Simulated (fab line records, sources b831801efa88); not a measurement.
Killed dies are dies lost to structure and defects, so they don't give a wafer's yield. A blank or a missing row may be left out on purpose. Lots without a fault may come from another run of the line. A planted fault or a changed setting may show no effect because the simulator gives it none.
A struck lot beside a sound one | flow sky130 | 20 steps out of a route of 708
Sound: wafers L970.1, L970.2, L970.4. Struck: wafers L980.2, L980.4, L980.6. The cause comes at the end.
At each step with rows: each side's tool, then ch and its chambers, then its first start. Under that, the readings that differ: sound wafers | struck wafers | difference of the means | sigmas: that difference in standard deviations of wafers without a fault.
alike: readings whose means differ by less than 2 such deviations, and words and numbers that are the same on both sides. not compared: withheld readings, readings that some wafer has no value for, bounds like >300 that may hide the same value, and numbers for which the record gives no deviation and whose values overlap.
The two part at a step that has a row with sigmas, a row that says differs or no value, or rows on one side only. Numbers that don't overlap but have no deviation are shown without sigmas and don't part them. A reading that every wafer of one side lacks parts them only if that side has two wafers or more.

SKY_POLY_GATE_CD_MEAS_22:
  sound on cd_sem-02, day 19 12:55; struck on cd_sem-01, day 23 05:19
  alike: cd_nm
then, 7 steps without rows for these wafers: SKY_LDD_N_DEHYDRATE_00 (time 60 s); SKY_LDD_N_HMDS_01 (prime time 60 s); SKY_LDD_N_COAT_02 (resist thk 300 nm); SKY_LDD_N_SOFTBAKE_03 (time 60 s); SKY_LDD_N_EXPOSE_04 (exposes mask NTM, target cd 840 nm); SKY_LDD_N_PEB_05; SKY_LDD_N_DEVELOP_06 (develop time 60 s).
SKY_LDD_N_OVL_MEAS_07:
  sound on overlay-02, day 20 19:33; struck on overlay-01, day 24 10:49
  alike: LDD_N_OVL
then, 3 steps without rows for these wafers: SKY_LDD_N_IMPLANT_08; SKY_LDD_N_IMPLANT_09; SKY_LDD_N_IMPLANT_10.
SKY_LDD_N_IMPLANT_11:
  sound on implanter-02 ch 0, day 20 20:02; struck on implanter-04 ch 0, day 24 11:19
  reading            | sound                       | struck                        | difference | sigmas
  dose_ions_cm2      | 7.48e+13 7.49e+13 7.492e+13 | 6.385e+13 6.389e+13 6.374e+13 | -1.105e+13 | -99 or more
  faraday_current_uA | 432 415 422                 | 367 356 368                   | -59        | -7
then, 4 steps without rows for these wafers: SKY_LDD_N_IMPLANT_12; SKY_LDD_N_IMPLANT_13; SKY_LDD_N_IMPLANT_14; SKY_LDD_N_IMPLANT_15.
SKY_LDD_N_STRIP_16: strips in O2/N2.
  sound on plasma_asher-03 ch 0,1, day 20 20:47; struck on plasma_asher-04 ch 1, day 24 12:02
  reading                      | sound             | struck            | difference | sigmas
  drypump_motor_current_A (A)  | 5.9 5.3 5.3       | 6.2 6.2 6.1       | +0.7       | +2
  strip_time_to_endpoint_s (s) | 4.305 4.317 4.305 | 4.276 4.264 4.281 | -0.035     | -3
  alike: oes_product_au
  not compared: rf_hours_counter_h
SKY_LDD_N_TW_MEAS_17:
  sound on film_metro-01, day 20 20:53; struck on film_metro-03, day 24 12:09
  reading  | sound          | struck         | difference | sigmas
  LDD_N_TW | 2612 2603 2604 | 2526 2525 2510 | -86        | -3
-- the record jumps here: 26 days lie between the struck wafers' starts before and after (it left off in module LDD_N and takes up again in module PAD_OPEN, whose first step shown is number 708 of the route) --
SKY_PAD_OPEN_PROBE_99:
  sound on prober-01, day 47 20:47; struck on prober-01, day 50 03:22
  reading                     | sound             | struck            | difference | sigmas
  model.etest.tip_n.rs_ohm_sq | 436.2 438.5 439.1 | 451.6 452.8 449.9 | +13.5      |
  alike: killed_at_M0_to_M3, killed_at_M4_up, killed_at_contacts, killed_at_front_end, killed_at_other, killed_dies, killed_on_rim, killed_open, killed_short

WHERE THEY PART
First at SKY_LDD_N_IMPLANT_11; last, within this record, at SKY_LDD_N_TW_MEAS_17. Later steps at which nothing parts them and some readings are alike: SKY_PAD_OPEN_PROBE_99.

WHY: what the simulator had put in
Process parameter drift: implanter-04, from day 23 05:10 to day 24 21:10, at SKY_LDD_N_IMPLANT_11. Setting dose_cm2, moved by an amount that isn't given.
